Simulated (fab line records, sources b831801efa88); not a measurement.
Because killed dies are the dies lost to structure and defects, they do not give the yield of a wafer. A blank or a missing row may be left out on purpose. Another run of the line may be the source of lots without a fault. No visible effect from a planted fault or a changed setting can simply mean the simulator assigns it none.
A lot that was struck, set against a sound lot ; flow gf180mcu ; 19 steps out of a route of 602
Sound: the wafers L878.1, L878.3, L878.5. Wafers L886.3, L886.4, L886.5 were the ones struck. The cause comes at the end.
At each step with rows: each side's tool, then ch and its chambers, then its first start. Under that, the readings that differ: sound wafers ; struck wafers ; difference of the means ; sigmas: that difference in standard deviations of wafers without a fault.
alike: readings with means less than 2 such deviations apart, plus words and numbers identical on both sides. not compared: withheld readings, readings lacking a value on some wafer, bounds such as >300 that could conceal the same value, and numbers that have no deviation in the record and whose values overlap.
A row with sigmas, a row that says differs or no value, or rows on one side alone: a step with any of these is where the two part. Numbers that don't overlap but have no deviation are shown without sigmas and don't part them. Lack of a reading on every wafer of one side parts them only where that side has two or more wafers.

first, 1 step without rows for these wafers: GF_V2_CMP_26 (polishes, stops on SiO2, t overpolish 15 s, target thk 0 nm).
GF_M3_SPUTTER_00: material Ti, target thk 37.5 nm, time 150 s.
  sound: pvdSputter-01 at day 22 01:31; struck: pvdSputter-01 at day 24 19:16
  alike: throttleValvePct
then, 1 step without rows for these wafers: GF_M3_SPUTTER_01 (material TiN, target thk 30 nm, time 25 s).
GF_M3_SPUTTER_02: material AlCu, target thk 450 nm, time 23.9 s.
  sound: pvdSputter-01 at day 22 01:38; struck: pvdSputter-01 at day 24 19:24
  alike: throttleValvePct
GF_M3_SPUTTER_03: material Ti, target thk 10 nm, time 6.7 s.
  sound: pvdSputter-01 at day 22 01:40; struck: pvdSputter-01 at day 24 19:26
  alike: throttleValvePct
GF_M3_SPUTTER_04: material TiN, target thk 50 nm, time 41.7 s.
  sound: pvdSputter-01 at day 22 01:41; struck: pvdSputter-01 at day 24 19:27
  alike: throttleValvePct
GF_M3_RS_MEAS_05: the measuring method here is four-point-probe.
  sound: filmMetro-02 at day 22 01:44; struck: filmMetro-02 at day 24 19:32
  alike: M3_ALCU_RS
GF_M3_THK_MEAS_06: measures by xrf.
  sound: filmMetro-02 at day 22 01:51; struck: filmMetro-02 at day 24 19:38
  alike: M3_ALCU_THK
then, 4 steps without rows for these wafers: GF_M3_DEHYDRATE_07 (time 60 s); GF_M3_HMDS_08 (prime time 60 s); GF_M3_COAT_09 (resist thk 1000 nm); GF_M3_SOFTBAKE_10 (time 60 s).
GF_M3_EXPOSE_11: exposes mask Metal3, target cd 280 nm.
  sound on krfScanner-01 ch 0, day 22 13:24; struck on krfScanner-02 ch 0, day 25 06:49
reading;sound;struck;difference;sigmas
exposureDoseMJCm2;28.018 28.048 28.045;28.108 28.123 28.097;+0.072;+3
model.M3.overlayXNm (nm);-8.926 -8.926 -8.926;36.47 36.47 36.47;+45.40;
  alike: mask
then, 2 steps without rows for these wafers: GF_M3_PEB_12 (peb time 90 s); GF_M3_DEVELOP_13 (develop time 60 s).
GF_M3_CD_MEAS_14: the cd target is 280 nm.
  sound: cdSem-02 at day 23 00:38; struck: cdSem-02 at day 25 17:29
  alike: cdNm
GF_M3_OVL_MEAS_15:
  sound: overlay-01 at day 23 00:46; struck: overlay-02 at day 25 17:46
reading;sound;struck;difference;sigmas
M3_OVL (nm);-12 -11 -13;48 45 45;+58;+9
  not compared: hold
GF_M3_METAL_ETCH_16: etches the open film in Cl2/BCl3, stops on SiO2, target depth 750.8 nm, time 125.1 s.
  sound on rieMetal-01 ch 0,1, day 23 00:47; struck on rieMetal-04 ch 0, day 25 19:46
reading;sound;struck;difference;sigmas
hold;- - -;awaitDispo/1.9h/release awaitDispo/1.9h/release awaitDispo/1.9h/release;no value on the sound wafers;
  alike: biasW, drypumpMotorCurrentA, oesProductAu, throttleValvePct
  not compared: rfHoursCounterH
-- the record jumps here: 7 days lie between the struck wafers' starts before and after (it left off in module M3 and takes up again in module PASSIVATION, whose first step shown is number 602 of the route) --
GF_PASSIVATION_PROBE_99:
  the record has rows for the struck wafers here (prober-01, day 32 15:32) and none for the sound ones

== WHERE THEY PART ==
First at GF_M3_EXPOSE_11; last, within this record, at GF_PASSIVATION_PROBE_99.

WHY: what had been put in by the simulator
Scanner matching overlay: krfScanner-02, from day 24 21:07 on, at GF_M3_EXPOSE_11. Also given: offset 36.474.
